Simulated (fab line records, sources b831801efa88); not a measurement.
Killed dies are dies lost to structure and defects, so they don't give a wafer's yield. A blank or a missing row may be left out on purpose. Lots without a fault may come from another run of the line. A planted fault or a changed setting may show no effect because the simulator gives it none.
A struck lot beside a sound one | flow gf180mcu | 33 steps out of a route of 602
Sound: wafers L542.1, L542.2, L542.6. Struck: wafers L539.1, L539.5, L539.6. The cause comes at the end.
At each step with rows: each side's tool, then ch and its chambers, then its first start. Under that, the readings that differ: sound wafers | struck wafers | difference of the means | sigmas: that difference in standard deviations of wafers without a fault.
alike: readings whose means differ by less than 2 such deviations, and words and numbers that are the same on both sides. not compared: withheld readings, readings that some wafer has no value for, bounds like >300 that may hide the same value, and numbers for which the record gives no deviation and whose values overlap.
The two part at a step that has a row with sigmas, a row that says differs or no value, or rows on one side only. Numbers that don't overlap but have no deviation are shown without sigmas and don't part them. A reading that every wafer of one side lacks parts them only if that side has two wafers or more.

first, 2 steps without rows for these wafers: GF_M3_PEB_12 (peb time 90 s); GF_M3_DEVELOP_13 (develop time 60 s).
GF_M3_CD_MEAS_14: target cd 280 nm.
  sound on cd_sem-02, day 26 18:26; struck on cd_sem-02, day 25 23:24
  reading    | sound             | struck            | difference | sigmas
  cd_nm (nm) | 279.2 277.6 277.2 | 280.6 281.4 280.0 | +2.7       | +2
GF_M3_OVL_MEAS_15:
  sound on overlay-01, day 26 18:33; struck on overlay-01, day 25 23:31
  alike: M3_OVL
GF_M3_METAL_ETCH_16: etches the open film in Cl2/BCl3, stops on SiO2, target depth 627.5 nm, time 104.6 s.
  sound on rie_metal-02 ch 0,1, day 26 18:35; struck on rie_metal-04 ch 0,1, day 25 23:34
  alike: drypump_motor_current_A, oes_product_au, throttle_valve_pct
  not compared: rf_hours_counter_h
then, 4 steps without rows for these wafers: GF_M3_STRIP_17 (strips in O2/N2); GF_M3_STRIP_18 (strips in post etch residue remover, time 1200 s); GF_M3_CLEAN_19 (cleans in DIW); GF_V3_CVD_00 (deposits SiO2, target thk 600 nm, time 100 s).
GF_V3_THK_MEAS_01:
  sound on film_metro-03, day 26 19:19; struck on film_metro-03, day 26 00:19
  alike: V3_CVD_00_THK
then, 1 step without rows for these wafers: GF_V3_CVD_02 (deposits SiO2 from TEOS, target thk 850 nm, time 94.851 s).
GF_V3_THK_MEAS_03:
  sound on film_metro-02, day 26 19:26; struck on film_metro-02, day 26 00:26
  alike: V3_CVD_02_THK
GF_V3_CMP_04: polishes SiO2.
  sound on cmp-01 ch 0,1,2, day 26 19:30; struck on cmp-01 ch 1,2, day 26 00:30
  no value came back on the struck wafers for edge_zone_pressure_frac, head_pressure_psi (psi), motor_current_A (A), time_to_endpoint_s (s); on the sound wafers edge_zone_pressure_frac reads 1.005 0.999 1.005
  reading                             | sound             | struck            | difference | sigmas
  model.SiO2_of_V3_CVD_02.thk_nm (nm) | 633.2 633.9 632.3 | 850.1 865.4 867.2 | +227.8     |
GF_V3_BOW_MEAS_05:
  sound on film_metro-03, day 26 19:48; struck on film_metro-03, day 26 00:48
  alike: V3_BOW
then, 8 steps without rows for these wafers: GF_V3_DEHYDRATE_06 (time 60 s); GF_V3_HMDS_07 (prime time 60 s); GF_V3_COAT_08; GF_V3_COAT_09 (resist thk 1000 nm); GF_V3_SOFTBAKE_10 (time 60 s); GF_V3_EXPOSE_11 (exposes mask Via3, target cd 260 nm); GF_V3_PEB_12 (peb time 90 s); GF_V3_DEVELOP_13 (develop time 60 s).
GF_V3_CD_MEAS_14: target cd 260 nm.
  sound on cd_sem-01, day 27 16:06; struck on cd_sem-02, day 26 21:45
  alike: cd_nm
GF_V3_OVL_MEAS_15:
  sound on overlay-02, day 27 16:13; struck on overlay-02, day 26 21:52
  reading     | sound   | struck   | difference | sigmas
  V3_OVL (nm) | -5 -1 2 | 12 10 11 | +12        | +2
GF_V3_ETCH_16: etches BARC in N2/H2.
  sound on rie_diel-02 ch 1,3, day 27 16:15; struck on rie_diel-02 ch 1,2, day 26 21:54
  alike: drypump_motor_current_A, oes_product_au, throttle_valve_pct
GF_V3_ETCH_17: etches SiO2 in C4F8/O2/Ar, stops on TiN, target depth 635 nm.
  sound on rie_diel-02 ch 1,3; struck on rie_diel-02 ch 1,2
  reading                        | sound             | struck            | difference | sigmas
  oes_product_au (a.u.)          | 0.860 0.853 0.855 | 1.648 1.654 1.640 | +0.791     | +99 or more
  model.V3.feature_depth_nm (nm) | 633.2 633.9 632.3 | 848.7 841.7 838.1 | +209.7     |
  model.etch.depth_nm (nm)       | 633.2 633.9 632.3 | 848.7 841.7 838.1 | +209.7     |
GF_V3_STRIP_18: strips in O2/N2.
  sound on plasma_asher-01 ch 0,1, day 27 16:23; struck on plasma_asher-02 ch 0,1, day 26 22:02
  alike: drypump_motor_current_A, heater_power_w, oes_product_au, platen_temp_c
  not compared: rf_hours_counter_h
then, 2 steps without rows for these wafers: GF_V3_STRIP_19 (strips in post etch residue remover, time 1200 s); GF_V3_CLEAN_20 (cleans in DIW).
GF_V3_SPUTTER_21: material Ti, target thk 15 nm, time 80.02 s.
  sound on pvd_sputter-02, day 27 16:55; struck on pvd_sputter-02, day 26 22:36
  alike: cathode_dc_power_W, substrate_temp_c, throttle_valve_pct
then, 1 step without rows for these wafers: GF_V3_SPUTTER_22 (material TiN, target thk 10 nm, time 40 s).
GF_V3_CVD_23: deposits W, target thk 350 nm, time 104.9 s.
  sound on cvd_w-01 ch 0,1, day 27 17:01; struck on cvd_w-02 ch 0,1, day 26 22:42
  alike: heater_power_w
GF_V3_CMP_26: polishes, stops on SiO2, t overpolish 15 s, target thk 0 nm.
  sound on cmp-02 ch 1,2,3, day 27 17:19; struck on cmp-02 ch 0,3, day 26 23:02
  reading                             | sound             | struck            | difference | sigmas
  model.SiO2_of_V3_CVD_02.thk_nm (nm) | 629.4 630.1 628.5 | 846.3 861.6 863.4 | +227.8     |
  alike: edge_zone_pressure_frac, head_pressure_psi, motor_current_A

WHERE THEY PART
First at GF_M3_CD_MEAS_14; last, within this record, at GF_V3_ETCH_17. Later steps at which nothing parts them and some readings are alike: GF_V3_STRIP_18, GF_V3_SPUTTER_21, GF_V3_CVD_23, GF_V3_CMP_26.

WHY: what the simulator had put in
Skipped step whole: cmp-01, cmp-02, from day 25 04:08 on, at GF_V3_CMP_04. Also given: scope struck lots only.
